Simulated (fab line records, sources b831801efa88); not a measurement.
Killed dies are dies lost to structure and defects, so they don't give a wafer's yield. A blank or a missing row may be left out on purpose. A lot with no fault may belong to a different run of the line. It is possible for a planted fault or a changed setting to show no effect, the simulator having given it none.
fab line records    flow gf180mcu
[record] lots = 5  wafers = 23
route steps=602 shown MIM@518 M5@536 V5@540 TOP_METAL@571 PASSIVATION@587
startH: hours from the record's first day to the start of the lot's first wafer shown    waitH: hours elapsed since this lot's preceding step    " same as the row above    L1.1+2: one row covering several wafers at once    - no value present, or no start provided    * or withheld: withheld    < > ~ a bound
route shown NAME@n: a module of which the file shows steps, and the number in the route of the first    usual: average and standard deviation across the fault-free wafers    same: alike in all rows    chamber/n: place in a boat    sites: readings site by site    _std_site: standard deviation across them    _edge_site: the outer-site mean with the inner-site mean subtracted    radiusMm: how far each site lies from the wafer's centre    mask NAME#n: copy n    behind: the last tool/chamber to shape the wafer    hold: reason for holding the lot/hours on hold/outcome of the hold    device: which transistor (n, p or np) failed to switch    end of line: at the end of the route, the tests of the same wafers    where a step has no rows: the recipe by itself    killed: not the wafer's yield, but the dies lost to structure and defects at the first sort    map: dies across one wafer; x = killed, . = not, _ = none there
set.NAME: setting as actually run; set.NAME@STEP: the setting as run at that earlier step    model.NAME: the simulator's own value behind a step, which no gauge read
lots whose settings were changed on purpose; a table a step, a row a wafer
[[steps]]
[step GF_MIM_SOFTBAKE_15]
[recipe] tempC = 90  timeS = 60  resist = NOVOLAK
lot.wafer   tool           chamber  startH  waitH  set.timeS
L075.1+2+6  lithoTrack-02  0        574.94  0.1    60
L075.4+5    "              0        "       "      52.19
L078.2+4+6  lithoTrack-03  0        611.77  0.1    60
L077.1+2+4  lithoTrack-04  0        617.02  0.1    67.09
L077.3+6    "              0        "       "      60
L081.2+4+6  lithoTrack-02  0        628.86  0.1    65.5
L081.3+5    "              0        "       "      60
L082.1+3+5  lithoTrack-03  0        651.70  0.1    63.72
L082.2+6    "              0        "       "      60
[step GF_MIM_EXPOSE_16]
[recipe] maskId = FuseTop  targetCdNm = 2000  na = 0.6  sourceShape = conventional  sigmaOuter = 0.6  doseMj = 140
[step GF_MIM_PEB_17]
[recipe] tempC = withheld  timeS = *  resist = NOVOLAK
[step GF_MIM_DEVELOP_18]
[recipe] developTimeS = 60  devTempC = 24.02
[step GF_MIM_METAL_ETCH_19]
[recipe] chemistry = Cl2/BCl3  maskMaterial = NOVOLAK  stopOn = Si3N4  targetDepthNm = 324.5  pressureMtorr = 8  icpW = 800  biasW = 140  Cl2_flow_sccm = 80  bcl3FlowSccm = 40  timeS = 54.1
[usual] oesProductAu = 0.943/0.006
lot.wafer  tool         chamber  startH  waitH  set.timeS@MIM_SPUTTER_08  oesProductAu
L075.1     rieMetal-02  0        585.60  0.1    10.6                      0.952
L075.2     "            1        "       "      11.54                     0.975
L075.4     "            1        "       "      10.6                      0.945
L075.5     "            0        "       "      11.54                     0.983
L075.6     "            1        "       "      11.54                     0.983
L078.2     rieMetal-02  0        621.80  0.1    10.6                      0.925
L078.4     "            0        "       "      10.6                      0.940
L078.6     "            1        "       "      10.6                      0.946
L077.1     rieMetal-03  0        627.35  0.1    10.6                      0.939
L077.2     "            1        "       "      10.6                      0.944
L077.3     "            1        "       "      10.6                      0.942
L077.4     "            0        "       "      11.16                     0.961
L077.6     "            0        "       "      11.16                     0.953
L081.2     rieMetal-04  1        638.41  0.1    10.6                      0.950
L081.3     "            1        "       "      11.12                     0.962
L081.4     "            1        "       "      11.12                     0.964
L081.5     "            1        "       "      10.6                      0.954
L081.6     "            1        "       "      10.6                      0.952
L082.1     rieMetal-02  0        661.79  0.1    10.6                      0.950
L082.2     "            1        "       "      10.6                      0.939
L082.3     "            0        "       "      10.6                      0.942
L082.5     "            1        "       "      10.6                      0.935
L082.6     "            0        "       "      10.6                      0.946
[step GF_M5_METAL_ETCH_10]
[recipe] chemistry = Cl2/BCl3  maskMaterial = KrF  targetDepthNm = 627.5  stopOn = SiO2  pressureMtorr = 8  icpW = 800  biasW = 140  Cl2_flow_sccm = 80  bcl3FlowSccm = 40  timeS = 104.6
lot.wafer  tool         chamber  startH  waitH  set.icpW  model.KrF_of_M5_COAT_02.thkNm
L075.1     rieMetal-04  1        607.84  0.0    847.3     692.6
L075.2+5   "            0,1      "       "      800       706.6
L075.4     "            0        "       "      800       705.5
L075.6     "            0        "       "      847.3     694.1
L078.2     rieMetal-01  0        642.20  0.0    800       702.6
L078.4     "            1        "       "      800       689
L078.6     "            1        "       "      800       690.5
L077.1     rieMetal-04  1        647.26  0.0    891       681.3
L077.2     "            1        "       "      891       678.2
L077.3     "            1        "       "      800       703.1
L077.4     "            1        "       "      800       701.6
L077.6     "            1        "       "      891       679.7
L081.2     rieMetal-03  0        658.63  0.0    800       702.6
L081.3     "            0        "       "      800       703
L081.4     "            0        "       "      800       706.9
L081.5     "            0        "       "      800       702
L081.6     "            0        "       "      800       702.9
L082.1     rieMetal-03  1        681.00  0.0    877.1     680.8
L082.2     "            0        "       "      877.1     687.3
L082.3     "            0        "       "      800       706.7
L082.5     "            0        "       "      800       709.8
L082.6     "            1        "       "      800       703.3
[step GF_M5_STRIP_11]
[recipe] chemistry = O2/N2  powerW = 1400  pressureMtorr = 1500  platenTempC = 250  o2FlowSccm = 3000  n2FlowSccm = 300  overashFraction = 0.5
[usual] stripTimeToEndpointS = 7.53/0.057
lot.wafer  tool            chamber  startH  waitH  set.icpW@M5_METAL_ETCH_10  stripTimeToEndpointS
L075.1     plasmaAsher-01  0        607.96  0.1    847.3                      7.46
L075.2     "               1        "       "      800                        7.60
L075.4     "               0        "       "      800                        7.59
L075.5     "               1        "       "      800                        7.60
L075.6     "               0        "       "      847.3                      7.47
L078.2     plasmaAsher-04  1        642.31  0.1    800                        7.58
L078.4     "               0        "       "      800                        7.42
L078.6     "               0        "       "      800                        7.47
L077.1     plasmaAsher-02  1        647.49  0.2    891                        7.35
L077.2     "               0        "       "      891                        7.33
L077.3     "               1        "       "      800                        7.55
L077.4     "               0        "       "      800                        7.55
L077.6     "               1        "       "      891                        7.33
L081.2     plasmaAsher-01  0        658.82  0.1    800                        7.56
L081.3     "               0        "       "      800                        7.57
L081.4     "               1        "       "      800                        7.60
L081.5     "               1        "       "      800                        7.56
L081.6     "               0        "       "      800                        7.57
L082.1     plasmaAsher-02  0        681.11  0.1    877.1                      7.34
L082.2     "               1        "       "      877.1                      7.41
L082.3     "               0        "       "      800                        7.60
L082.5     "               1        "       "      800                        7.62
L082.6     "               0        "       "      800                        7.55
[step GF_V5_CVD_00]
[recipe] material = SiO2  targetThkNm = 300  sigmaOpenFrac = 0.3  tempC = 400  timeS = 50  sih4FlowSccm = 60  pressureMtorr = 6
lot.wafer  tool       chamber  startH  waitH  set.sih4FlowSccm  model.SiO2_of_V5_CVD_00.thkNm
L075.1     hdpcvd-01  2        608.53  0.0    65.16             326.8
L075.2     "          1        "       "      65.16             322.6
L075.4     "          2        "       "      65.16             326.2
L075.5     "          1        "       "      60                293.3
L075.6     "          0        "       "      60                302.3
L078.2     hdpcvd-01  0        642.87  0.0    60                303.7
L078.4     "          0        "       "      60                304.2
L078.6     "          2        "       "      60                304.8
L077.1     hdpcvd-02  1        648.02  0.0    60                302
L077.2     "          2        "       "      53.58             271
L077.3     "          0        "       "      60                299.2
L077.4     "          1        "       "      60                301.6
L077.6     "          0        "       "      53.58             266.3
L081.2     hdpcvd-02  1        659.38  0.0    51.88             262.9
L081.3+4   "          0        "       "      51.88             258.8
L081.5     "          1        "       "      60                304
L081.6     "          2        "       "      60                301.2
L082.1     hdpcvd-02  1        681.75  0.0    60                301.8
L082.2     "          2        "       "      62.47             307
L082.3     "          0        "       "      60                299
L082.5     "          2        "       "      62.47             310.5
L082.6     "          1        "       "      62.47             312.7
[step GF_V5_THK_MEAS_01]
[recipe] reads = SiO2_of_V5_CVD_00
[usual] V5_CVD_00_THK = 300/3.7
lot.wafer  tool          chamber  startH  waitH  set.sih4FlowSccm@V5_CVD_00  V5_CVD_00_THK[nm]
L075.1     filmMetro-01  -        608.57  0.0    65.16                       326
L075.2     "             -        "       "      65.16                       323
L075.4     "             -        "       "      65.16                       326
L075.5     "             -        "       "      60                          293
L075.6     "             -        "       "      60                          302
L078.2     filmMetro-04  -        642.93  0.0    60                          304
L078.4     "             -        "       "      60                          304
L078.6     "             -        "       "      60                          305
L077.1     filmMetro-03  -        648.07  0.0    60                          302
L077.2     "             -        "       "      53.58                       271
L077.3     "             -        "       "      60                          299
L077.4     "             -        "       "      60                          302
L077.6     "             -        "       "      53.58                       266
L081.2     filmMetro-01  -        659.52  0.1    51.88                       263
L081.3     "             -        "       "      51.88                       259
L081.4     "             -        "       "      51.88                       259
L081.5     "             -        "       "      60                          304
L081.6     "             -        "       "      60                          301
L082.1     filmMetro-01  -        681.79  0.0    60                          302
L082.2     "             -        "       "      62.47                       307
L082.3     "             -        "       "      60                          299
L082.5     "             -        "       "      62.47                       311
L082.6     "             -        "       "      62.47                       313
[step GF_V5_EXPOSE_11]
[recipe] maskId = Via5  targetCdNm = 260  na = 0.68  sourceShape = conventional  sigmaOuter = 0.6  doseMj = 38
lot.wafer       tool           chamber  startH  waitH  mask    set.doseMj
L075.1+4+6      krfScanner-02  0        -       -      Via5#0  38
L075.2+5        "              0        "       "      Via5#0  40.31
L078.2+4+6      krfScanner-01  0        -       -      Via5#0  38
L077.1+4        krfScanner-01  0        -       -      Via5#0  39.39
L077.2+3+6      "              0        "       "      Via5#0  38
L081.2+3+4+5+6  krfScanner-02  0        -       -      Via5#0  38
L082.1+6        krfScanner-02  0        -       -      Via5#0  38
L082.2+3+5      "              0        "       "      Via5#0  39.63
[step GF_V5_PEB_12]
[recipe] pebTempC = 135  pebTimeS = 90  resist = KrF
[step GF_V5_DEVELOP_13]
[recipe] developTimeS = 60  resist = KrF  devTempC = 21
[step GF_V5_CD_MEAS_14]
[recipe] targetCdNm = 260
[usual] cdNm = 260.0/1.1
lot.wafer  tool      chamber  startH  waitH  set.doseMj@V5_EXPOSE_11  cdNm
L075.1     cdSem-01  -        628.72  0.1    38                       257.9
L075.2     "         -        "       "      40.31                    267.4
L075.4     "         -        "       "      38                       259.4
L075.5     "         -        "       "      40.31                    269.0
L075.6     "         -        "       "      38                       257.9
L078.2     cdSem-01  -        663.27  0.1    38                       259.5
L078.4     "         -        "       "      38                       258.3
L078.6     "         -        "       "      38                       258.9
L077.1     cdSem-01  -        667.77  0.1    39.39                    265.7
L077.2     "         -        "       "      38                       259.3
L077.3     "         -        "       "      38                       260.0
L077.4     "         -        "       "      39.39                    266.3
L077.6     "         -        "       "      38                       260.8
L081.2     cdSem-01  -        678.99  0.1    38                       260.2
L081.3     "         -        "       "      38                       260.2
L081.4     "         -        "       "      38                       260.1
L081.5     "         -        "       "      38                       259.7
L081.6     "         -        "       "      38                       259.2
L082.1     cdSem-01  -        700.51  0.1    38                       259.7
L082.2     "         -        "       "      39.63                    267.0
L082.3     "         -        "       "      39.63                    266.6
L082.5     "         -        "       "      39.63                    266.3
L082.6     "         -        "       "      38                       260.6
[step GF_V5_ETCH_16]
[recipe] chemistry = N2/H2  targetDepthA = withheld  overetchA = withheld  timeS = withheld  target = BARC  ionEnergyEv = 200  sourceW = 500  biasW = 100  pressureMtorr = 30  n2FlowSccm = 100  h2FlowSccm = 200
lot.wafer  tool        chamber  startH  waitH  set.doseMj@V5_EXPOSE_11  model.V5.cdNm
L075.1     rieDiel-04  1        628.87  0.0    38                       256
L075.2     "           2        "       "      40.31                    267.2
L075.4     "           3        "       "      38                       259
L075.5     "           2        "       "      40.31                    269.1
L075.6     "           3        "       "      38                       257.8
L078.2     rieDiel-03  3        663.40  0.0    38                       259.6
L078.4     "           0        "       "      38                       258.5
L078.6     "           1        "       "      38                       258.4
L077.1     rieDiel-03  1        667.92  0.0    39.39                    265
L077.2     "           3        "       "      38                       259.5
L077.3     "           0        "       "      38                       260.2
L077.4     "           2        "       "      39.39                    265.5
L077.6     "           3        "       "      38                       261
L081.2     rieDiel-04  2        679.12  0.0    38                       260.1
L081.3     "           3        "       "      38                       260.4
L081.4     "           1        "       "      38                       257.4
L081.5     "           2        "       "      38                       259.2
L081.6     "           1        "       "      38                       257.1
L082.1     rieDiel-03  3        700.67  0.0    38                       259.6
L082.2+5   "           2,1      "       "      39.63                    266.5
L082.3     "           0        "       "      39.63                    267.6
L082.6     "           0        "       "      38                       261
[step GF_V5_CVD_23]
[recipe] material = W  targetThkNm = 350  timeS = 104.9  tempC = 400  pressureTorr = 40
lot.wafer  tool     chamber  startH  waitH  set.pressureTorr  model.W_of_V5_CVD_23.thkNm
L075.1     cvdW-01  1        629.75  0.0    37.44             335.9
L075.2     "        0        "       "      37.44             336.3
L075.4     "        1        "       "      37.44             339.5
L075.5     "        1        "       "      37.44             338
L075.6     "        0        "       "      37.44             333.4
L078.2     cvdW-02  0        664.19  0.0    40                340.8
L078.4     "        1        "       "      40                346.2
L078.6     "        0        "       "      40                341.6
L077.1     cvdW-01  1        668.80  0.0    44.27             370.3
L077.2     "        0        "       "      44.27             367.5
L077.3     "        1        "       "      44.27             371.5
L077.4     "        0        "       "      44.27             371.1
L077.6     "        0        "       "      44.27             371.9
L081.2     cvdW-01  0        679.92  0.0    37.05             335.5
L081.3     "        1        "       "      37.05             340.2
L081.4     "        0        "       "      37.05             335.4
L081.5     "        1        "       "      37.05             337.9
L081.6     "        0        "       "      37.05             340.1
L082.1     cvdW-01  1        701.46  0.0    44.7              368.5
L082.2     "        0        "       "      44.7              372.1
L082.3     "        0        "       "      44.7              372.7
L082.5     "        1        "       "      44.7              370.5
L082.6     "        0        "       "      44.7              370
[step GF_V5_RS_MEAS_24]
[recipe] thkMeasGauge = four-point-probe  reads = W_of_V5_CVD_23+TiN_of_V5_SPUTTER_22+Ti_of_V5_SPUTTER_21
[usual] V5_W_RS = 0.327/0.0031
lot.wafer  tool          chamber  startH  waitH  set.pressureTorr@V5_CVD_23  V5_W_RS[ohm/sq]
L075.1     filmMetro-03  -        629.86  0.1    37.44                       0.341
L075.2     "             -        "       "      37.44                       0.340
L075.4     "             -        "       "      37.44                       0.337
L075.5     "             -        "       "      37.44                       0.339
L075.6     "             -        "       "      37.44                       0.343
L078.2     filmMetro-04  -        664.32  0.1    40                          0.336
L078.4     "             -        "       "      40                          0.330
L078.6     "             -        "       "      40                          0.335
L077.1     filmMetro-03  -        668.91  0.1    44.27                       0.309
L077.2     "             -        "       "      44.27                       0.311
L077.3     "             -        "       "      44.27                       0.309
L077.4     "             -        "       "      44.27                       0.309
L077.6     "             -        "       "      44.27                       0.307
L081.2     filmMetro-04  -        680.05  0.1    37.05                       0.342
L081.3     "             -        "       "      37.05                       0.336
L081.4     "             -        "       "      37.05                       0.341
L081.5     "             -        "       "      37.05                       0.339
L081.6     "             -        "       "      37.05                       0.337
L082.1     filmMetro-04  -        701.57  0.1    44.7                        0.310
L082.2     "             -        "       "      44.7                        0.308
L082.3     "             -        "       "      44.7                        0.306
L082.5     "             -        "       "      44.7                        0.308
L082.6     "             -        "       "      44.7                        0.309
[step GF_TOP_METAL_SPUTTER_04]
[recipe] material = TiN  targetThkNm = 25  powerW = 6500  timeS = 20.8  chamberPressurePa = 0.4
lot.wafer  tool           chamber  startH  waitH  set.timeS  model.TiN_of_TOP_METAL_SPUTTER_04.thkNm
L075.1     pvdSputter-01  -        630.54  0.0    20.8       24.98
L075.2     "              -        "       "      20.8       24.95
L075.4     "              -        "       "      17.76      21.4
L075.5     "              -        "       "      17.76      21.59
L075.6     "              -        "       "      17.76      21.41
L078.2     pvdSputter-03  -        664.98  0.0    20.8       25.31
L078.4     "              -        "       "      20.8       24.92
L078.6     "              -        "       "      20.8       25.18
L077.1     pvdSputter-04  -        670.20  0.0    20.8       24.36
L077.2     "              -        "       "      20.8       24.72
L077.3     "              -        "       "      18.83      22.25
L077.4     "              -        "       "      18.83      21.87
L077.6     "              -        "       "      18.83      21.97
L081.2     pvdSputter-04  -        680.77  0.0    20.8       24.66
L081.3     "              -        "       "      23.79      27.99
L081.4     "              -        "       "      23.79      28.25
L081.5     "              -        "       "      23.79      28.28
L081.6     "              -        "       "      20.8       24.5
L082.1     pvdSputter-03  -        702.24  0.0    20.8       25.11
L082.2     "              -        "       "      20.8       25.36
L082.3     "              -        "       "      20.8       24.8
L082.5     "              -        "       "      20.8       25.34
L082.6     "              -        "       "      20.8       24.85
[step GF_TOP_METAL_DEVELOP_13]
[recipe] developTimeS = 60  devTempC = 23
lot.wafer       tool           chamber  startH  waitH  set.devTempC
L075.1+2+4+5+6  lithoTrack-02  0        650.29  0.1    23
L078.2+4+6      lithoTrack-02  0        683.66  0.1    23
L077.1+3+6      lithoTrack-01  0        688.67  0.1    22.02
L077.2+4        "              0        "       "      23
L081.2+4+5      lithoTrack-02  0        699.71  0.1    26.09
L081.3+6        "              0        "       "      23
L082.1+3+6      lithoTrack-03  0        720.25  0.1    23
L082.2+5        "              0        "       "      19.63
[step GF_TOP_METAL_CD_MEAS_14]
[recipe] targetCdNm = 440
[usual] cdNm = 440.2/2.2
lot.wafer  tool      chamber  startH  waitH  set.devTempC@TOP_METAL_DEVELOP_13  cdNm
L075.1     cdSem-02  -        650.47  0.2    23                                 440.4
L075.2     "         -        "       "      23                                 438.8
L075.4     "         -        "       "      23                                 439.7
L075.5     "         -        "       "      23                                 440.6
L075.6     "         -        "       "      23                                 440.5
L078.2     cdSem-01  -        683.81  0.1    23                                 445.3
L078.4     "         -        "       "      23                                 443.9
L078.6     "         -        "       "      23                                 445.7
L077.1     cdSem-02  -        688.82  0.1    22.02                              437.8
L077.2     "         -        "       "      23                                 439.7
L077.3     "         -        "       "      22.02                              437.6
L077.4     "         -        "       "      23                                 439.2
L077.6     "         -        "       "      22.02                              436.5
L081.2     cdSem-02  -        699.86  0.1    26.09                              448.4
L081.3     "         -        "       "      23                                 440.7
L081.4     "         -        "       "      26.09                              447.1
L081.5     "         -        "       "      26.09                              446.6
L081.6     "         -        "       "      23                                 440.0
L082.1     cdSem-01  -        720.40  0.1    23                                 441.4
L082.2     "         -        "       "      19.63                              434.4
L082.3     "         -        "       "      23                                 441.5
L082.5     "         -        "       "      19.63                              434.2
L082.6     "         -        "       "      23                                 443.3
[step GF_PASSIVATION_CVD_00]
[recipe] material = SiO2  targetThkNm = 1000  precursor = TEOS  tempC = 400  timeS = 111.95  rfW = 600
lot.wafer  tool      chamber  startH  waitH  set.timeS  model.SiO2_of_PASSIVATION_CVD_00.thkNm
L075.1     pecvd-03  2        651.41  0.0    111.95     978.3
L075.2     "         0        "       "      111.95     976.6
L075.4     "         1        "       "      111.95     994.2
L075.5     "         0        "       "      111.95     986.6
L075.6     "         2        "       "      111.95     1001
L078.2     pecvd-04  0        684.66  0.0    111.95     967.3
L078.4     "         2        "       "      111.95     1001
L078.6     "         0        "       "      111.95     978.4
L077.1     pecvd-03  1        689.69  0.0    105.7      941.5
L077.2     "         2        "       "      105.7      933.8
L077.3     "         0        "       "      111.95     975.3
L077.4     "         1        "       "      111.95     1008
L077.6     "         0        "       "      105.7      931.8
L081.2     pecvd-02  2        700.74  0.0    111.95     992.6
L081.3     "         1        "       "      128.6      1135
L081.4     "         1        "       "      111.95     995.2
L081.5     "         2        "       "      128.6      1168
L081.6     "         0        "       "      128.6      1148
L082.1     pecvd-04  0        721.26  0.0    103.9      897.3
L082.2     "         2        "       "      111.95     990.2
L082.3     "         1        "       "      103.9      910.1
L082.5     "         1        "       "      103.9      925.5
L082.6     "         0        "       "      111.95     990.1
[step GF_PASSIVATION_THK_MEAS_01]
[recipe] reads = SiO2_of_PASSIVATION_CVD_00
[usual] PASSIVATION_CVD_00_THK = 991/12
lot.wafer  tool          chamber  startH  waitH  set.timeS@PASSIVATION_CVD_00  PASSIVATION_CVD_00_THK[nm]
L075.1     filmMetro-02  -        651.49  0.0    111.95                        978
L075.2     "             -        "       "      111.95                        977
L075.4     "             -        "       "      111.95                        994
L075.5     "             -        "       "      111.95                        987
L075.6     "             -        "       "      111.95                        1001
L078.2     filmMetro-01  -        684.75  0.0    111.95                        967
L078.4     "             -        "       "      111.95                        1002
L078.6     "             -        "       "      111.95                        978
L077.1     filmMetro-02  -        689.77  0.0    105.7                         942
L077.2     "             -        "       "      105.7                         935
L077.3     "             -        "       "      111.95                        975
L077.4     "             -        "       "      111.95                        1008
L077.6     "             -        "       "      105.7                         932
L081.2     filmMetro-04  -        700.83  0.0    111.95                        993
L081.3     "             -        "       "      128.6                         1134
L081.4     "             -        "       "      111.95                        995
L081.5     "             -        "       "      128.6                         1167
L081.6     "             -        "       "      128.6                         1147
L082.1     filmMetro-02  -        721.34  0.0    103.9                         897
L082.2     "             -        "       "      111.95                        991
L082.3     "             -        "       "      103.9                         910
L082.5     "             -        "       "      103.9                         926
L082.6     "             -        "       "      111.95                        990
[step GF_PASSIVATION_ETCH_11]
[recipe] chemistry = CF4/O2  targetDepthNm = 1800  stopOn = TiN  sourceW = 800  biasW = 150  pressureMtorr = 150  cf4FlowSccm = 80  O2_flow_sccm = 10  timeS = 400
lot.wafer  tool        chamber  startH  waitH  set.biasW  set.timeS@PASSIVATION_CVD_00  model.coat_of_PASSIVATION_COAT_06.thkNm  model.PASSIVATION.featureDepthNm
L075.1     rieDiel-04  2        671.35  -      150        111.95                        2790                                     1657
L075.2     "           0        "       "      150        111.95                        2808                                     1657
L075.4     "           1        "       "      165.7      111.95                        2762                                     1699
L075.5     "           2        "       "      165.7      111.95                        2758                                     1679
L075.6     "           1        "       "      150        111.95                        2798                                     1703
L078.2     rieDiel-03  2        703.39  -      150        111.95                        2845                                     1657
L078.4     "           0        "       "      150        111.95                        2822                                     1689
L078.6     "           0        "       "      150        111.95                        2810                                     1666
L077.1     rieDiel-04  0        708.71  -      162        105.7                         2770                                     1635
L077.2     "           1        "       "      150        105.7                         2806                                     1619
L077.3     "           2        "       "      162        111.95                        2777                                     1662
L077.4     "           1        "       "      162        111.95                        2761                                     1709
L077.6     "           0        "       "      150        105.7                         2807                                     1630
L081.2     rieDiel-04  0        718.90  -      136        111.95                        2856                                     1673
L081.3     "           2        "       "      150        128.6                         2803                                     1798
L081.4     "           1        "       "      150        111.95                        2799                                     1687
L081.5     "           2        "       "      136        128.6                         2847                                     1741
L081.6     "           3        "       "      150        128.6                         2784                                     1820
L082.1     rieDiel-01  3        738.93  -      150        103.9                         2803                                     1590
L082.2     "           1        "       "      150        111.95                        2838                                     1682
L082.3     "           2        "       "      150        103.9                         2795                                     1603
L082.5     "           2        "       "      166.1      103.9                         2743                                     1624
L082.6     "           1        "       "      166.1      111.95                        2788                                     1695
[step GF_PASSIVATION_STRIP_12]
[recipe] chemistry = O2/N2  powerW = 1345  pressureMtorr = 1500  platenTempC = 250  o2FlowSccm = 3000  n2FlowSccm = 300  overashFraction = 0.5
[usual] stripTimeToEndpointS = 36.12/0.26
lot.wafer  tool            chamber  startH  waitH  set.biasW@PASSIVATION_ETCH_11  stripTimeToEndpointS
L075.1     plasmaAsher-01  0        671.59  0.1    150                            35.82
L075.2     "               1        "       "      150                            36.03
L075.4     "               0        "       "      165.7                          35.45
L075.5     "               0        "       "      165.7                          35.41
L075.6     "               1        "       "      150                            35.90
L078.2     plasmaAsher-01  0        703.62  0.1    150                            36.47
L078.4     "               1        "       "      150                            36.19
L078.6     "               0        "       "      150                            36.05
L077.1     plasmaAsher-02  0        708.95  0.1    162                            35.56
L077.2     "               1        "       "      150                            36.00
L077.3     "               0        "       "      162                            35.65
L077.4     "               1        "       "      162                            35.44
L077.6     "               0        "       "      150                            36.01
L081.2     plasmaAsher-01  0        719.14  0.1    136                            36.57
L081.3     "               0        "       "      150                            35.98
L081.4     "               1        "       "      150                            35.91
L081.5     "               1        "       "      136                            36.50
L081.6     "               0        "       "      150                            35.73
L082.1     plasmaAsher-03  1        739.17  0.1    150                            35.97
L082.2     "               0        "       "      150                            36.41
L082.3     "               0        "       "      150                            35.88
L082.5     "               1        "       "      166.1                          35.27
L082.6     "               0        "       "      166.1                          35.79
[[key]]
[split] step = GF_MIM_SOFTBAKE_15  setting = timeS  stated = 60  by = wafer
response none clear
[split] step = GF_M5_METAL_ETCH_10  setting = icpW  stated = 800  by = wafer
[response] step = GF_M5_METAL_ETCH_10  reading = model.KrF_of_M5_COAT_02.thkNm  change = -2.14  per = 1%  r = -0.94
[response] step = GF_M5_STRIP_11  reading = stripTimeToEndpointS  change = *  per = 1%  r = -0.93
[split] step = GF_V5_CVD_00  setting = sih4FlowSccm  stated = 60  by = wafer
[response] step = GF_V5_CVD_00  reading = model.SiO2_of_V5_CVD_00.thkNm  change = +3.08  per = 1%  r = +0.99
[response] step = GF_V5_THK_MEAS_01  reading = V5_CVD_00_THK  change = +3.07  per = 1%  r = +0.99
[split] step = GF_V5_EXPOSE_11  setting = doseMj  stated = 38  by = wafer
[response] step = GF_V5_CD_MEAS_14  reading = cdNm  change = +1.59  per = 1%  r = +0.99
[response] step = GF_V5_ETCH_16  reading = model.V5.cdNm  change = +1.61  per = 1%  r = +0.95
[split] step = GF_V5_CVD_23  setting = pressureTorr  stated = 40  by = lot
[response] step = GF_V5_CVD_23  reading = model.W_of_V5_CVD_23.thkNm  change = +1.86  per = 1%  r = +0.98
[response] step = GF_V5_RS_MEAS_24  reading = V5_W_RS  change = -0.00172  per = 1%  r = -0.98
[split] step = GF_TOP_METAL_SPUTTER_04  setting = timeS  stated = 20.8  by = wafer
[response] step = GF_TOP_METAL_SPUTTER_04  reading = model.TiN_of_TOP_METAL_SPUTTER_04.thkNm  change = +0.248  per = 1%  r = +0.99
[split] step = GF_TOP_METAL_DEVELOP_13  setting = devTempC  stated = 23  by = wafer
[response] step = GF_TOP_METAL_CD_MEAS_14  reading = cdNm  change = +0.527  per = 1%  r = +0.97
[split] step = GF_PASSIVATION_CVD_00  setting = timeS  stated = 111.95  by = wafer
[response] step = GF_PASSIVATION_CVD_00  reading = model.SiO2_of_PASSIVATION_CVD_00.thkNm  change = +10.5  per = 1%  r = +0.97
[response] step = GF_PASSIVATION_THK_MEAS_01  reading = PASSIVATION_CVD_00_THK  change = +10.5  per = 1%  r = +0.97
[response] step = GF_PASSIVATION_ETCH_11  reading = model.PASSIVATION.featureDepthNm  change = +8.19  per = 1%  r = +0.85
[split] step = GF_PASSIVATION_ETCH_11  setting = biasW  stated = 150  by = wafer
[response] step = GF_PASSIVATION_ETCH_11  reading = model.coat_of_PASSIVATION_COAT_06.thkNm  change = -4.61  per = 1%  r = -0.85
[response] step = GF_PASSIVATION_STRIP_12  reading = stripTimeToEndpointS  change = *  per = 1%  r = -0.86
split outsideThisFile step=GF_MIM_SPUTTER_08 setting=timeS
// split outsideThisFile: this setting was split too, and the file shows its column; the key of that split is in another file
